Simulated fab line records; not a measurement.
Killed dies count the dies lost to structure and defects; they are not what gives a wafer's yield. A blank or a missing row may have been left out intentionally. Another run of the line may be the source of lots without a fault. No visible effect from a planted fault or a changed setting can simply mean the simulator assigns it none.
Which of the tools did it?	flow sky130	12 lots with 36 wafers sampled at 2 steps, on a route of 708 steps

## WHAT EACH GAUGE READ, for each wafer
SKY_CONTACT_THK_MEAS_01. Usual: for CONTACT_CVD_00_THK the level is 74.3 nm and the standard deviation is 1.1.
lot	measured	on	CONTACT_CVD_00_THK (nm)	flag
L577	day 29 20:48	film metro-01	73.7 74.6 75.0	
L578	day 31 08:04	film metro-03	73.0 74.4 75.2	
L581	day 31 14:41	film metro-04	73.3 76.7 74.6	
L580	day 31 20:11	film metro-01	73.3 74.6 73.4	
L582	day 32 07:49	film metro-04	73.5 74.6 74.1	
L583	day 32 11:52	film metro-04	72.8 74.3 71.8	
L588	day 34 04:19	film metro-04	74.6 73.9 74.8	
L593	day 35 19:45	film metro-03	74.0 74.8 76.0	
L594	day 36 04:50	film metro-03	75.6 75.5 75.6	
L597	day 36 12:10	film metro-01	74.1 74.4 77.3	
L595	day 36 13:31	film metro-01	73.6 75.1 74.2	
L600	day 37 19:27	film metro-03	74.6 75.7 75.3	

## WHAT TOOL EACH LOT RAN ON (gives the tool, then ch and the chambers of the sampled wafers, and finally the start)
lot	SKY_LI_CONTACT_SPUTTER_19
L577	pvd sputter-02, day 28 14:58
L578	pvd sputter-02, day 30 02:58
L581	pvd sputter-01, day 30 08:58
L580	pvd sputter-04, day 30 14:34
L582	pvd sputter-04, day 31 01:58
L583	pvd sputter-04, day 31 06:52
L588	pvd sputter-02, day 33 01:13
L593	pvd sputter-02, day 34 19:29
L594	pvd sputter-02, day 35 02:53
L597	pvd sputter-01, day 35 09:31
L595	pvd sputter-02, day 35 10:58
L600	pvd sputter-01, day 36 15:20
- SKY_LI_CONTACT_SPUTTER_19: material Ti, target thk 20 nm, time 106.37 s.

## WHAT THE TOOLS THEMSELVES READ (means of the sampled wafers that have a number; where no wafer has one, the mark that the record gives instead)
SKY_LI_CONTACT_SPUTTER_19. Usual: throttle valve pct at 29.7 %, with a standard deviation of 1.
lot	tool	throttle valve pct (%)	flag
L577	pvd sputter-02	28.8	
L578	pvd sputter-02	28.8	
L581	pvd sputter-01	30.3	
L580	pvd sputter-04	29.1	
L582	pvd sputter-04	29.7	
L583	pvd sputter-04	29.6	
L588	pvd sputter-02	28.5	
L593	pvd sputter-02	29.5	
L594	pvd sputter-02	29.6	
L597	pvd sputter-01	30.6	
L595	pvd sputter-02	28.8	
L600	pvd sputter-01	31.2	

## THE ANSWER, worked out from the rows above alone
Rule: take the mean of a lot's wafers that have a number; if it is more than 3 standard deviations from the usual mean, the lot is off. A lot without any number at a reading at which 4 lots or more have one is off too. Where the step has rows for the other lots, those lots are counted as sound. Order of review: gauges by route order, followed by the tools' own readings, for which a lot's mean as printed above is used. At the first step where some lot is off, the reading lying furthest off is the one used; lots without a number count as furthest.
Nothing can be told from this: no lot is off at any reading shown.

## WHAT THE SIMULATOR HAD INSERTED
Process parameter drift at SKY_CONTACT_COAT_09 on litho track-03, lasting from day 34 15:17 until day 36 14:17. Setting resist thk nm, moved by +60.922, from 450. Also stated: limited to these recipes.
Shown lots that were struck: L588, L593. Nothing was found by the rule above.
